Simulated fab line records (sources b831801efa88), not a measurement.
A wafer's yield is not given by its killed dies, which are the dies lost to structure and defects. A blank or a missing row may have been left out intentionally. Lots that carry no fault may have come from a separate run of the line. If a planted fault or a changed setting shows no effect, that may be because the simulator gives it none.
Struck lot and sound lot, side by side + flow gf180mcu + 14 out of 602 route steps
Sound: wafers L377.4, L377.5, L377.6. Struck: wafers L369.1, L369.2, L369.5. The cause comes at the end.
Per side, at each step with rows, come the tool, then ch with its chambers, and then its first start. Under that, the readings that differ: sound wafers + struck wafers + difference of the means + sigmas: that difference in standard deviations of wafers without a fault.
alike: words and numbers the same on both sides, and readings whose means are apart by under 2 such deviations; not compared: readings that were withheld, readings missing a value for some wafer, numbers with overlapping values and no deviation given by the record, and bounds like >300 which may hide the same value.
A row with sigmas, a row that says differs or no value, or rows on one side alone: a step with any of these is where the two part. Numbers that have no deviation but don't overlap get no sigmas and don't part them. A reading that every wafer of one side lacks parts them only if that side has two wafers or more.

GF_TOP_METAL_SPUTTER_01: material TiN, target thk 30 nm, time 25 s.
  sound: pvd sputter-04 at day 32 06:18; struck: pvd sputter-01 at day 29 22:29
  alike: throttle valve pct
GF_TOP_METAL_SPUTTER_02: material AlCu, target thk 900 nm, time 47.82 s.
  sound: pvd sputter-04 at day 32 06:20; struck: pvd sputter-01 at day 29 22:31
  alike: throttle valve pct
GF_TOP_METAL_SPUTTER_03: material Ti, target thk 5 nm, time 3.3 s.
  sound: pvd sputter-04 at day 32 06:22; struck: pvd sputter-01 at day 29 22:33
  alike: throttle valve pct
GF_TOP_METAL_SPUTTER_04: material TiN, target thk 25 nm, time 20.8 s.
  sound: pvd sputter-04 at day 32 06:23; struck: pvd sputter-01 at day 29 22:34
  alike: throttle valve pct
GF_TOP_METAL_RS_MEAS_05: measurement is done with a four-point probe.
  sound: film metro-01 at day 32 06:29; struck: film metro-01 at day 29 22:36
  alike: TOP_METAL_ALCU_RS
GF_TOP_METAL_THK_MEAS_06: measures by xrf.
  sound: film metro-01 at day 32 06:34; struck: film metro-01 at day 29 22:43
  alike: TOP_METAL_ALCU_THK
then, 6 steps without rows for these wafers: GF_TOP_METAL_DEHYDRATE_07 (time 60 s); GF_TOP_METAL_HMDS_08 (prime time 60 s); GF_TOP_METAL_COAT_09 (resist thk 1500 nm); GF_TOP_METAL_SOFTBAKE_10 (time 60 s); GF_TOP_METAL_EXPOSE_11 (exposes mask MetalTop, target cd 440 nm); GF_TOP_METAL_PEB_12.
GF_TOP_METAL_DEVELOP_13: develop time 60 s.
  struck on litho track-04, day 30 16:34; sound on litho track-04 ch 0, day 32 23:05
  no value came back on the struck wafers for chill plate temp C (C), develop time s (s), resist line temp C (C); on the sound wafers chill plate temp C (C) reads 23.19 23.18 22.98
GF_TOP_METAL_CD_MEAS_14: target cd 440 nm.
  sound: cd sem-02 at day 32 23:13; struck: cd sem-01 at day 30 16:43
| reading    | sound             | struck | difference                    | sigmas |
|------------|-------------------|--------|-------------------------------|--------|
| cd nm (nm) | 441.9 441.9 439.1 | - - -  | no value on the struck wafers |        |

== WHERE THEY PART ==
First at GF_TOP_METAL_DEVELOP_13; last, within this record, at GF_TOP_METAL_CD_MEAS_14.

WHY: the cause the simulator had injected
Whole step skipped at GF_TOP_METAL_DEVELOP_13 on litho track-04, starting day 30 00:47. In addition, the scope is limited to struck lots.
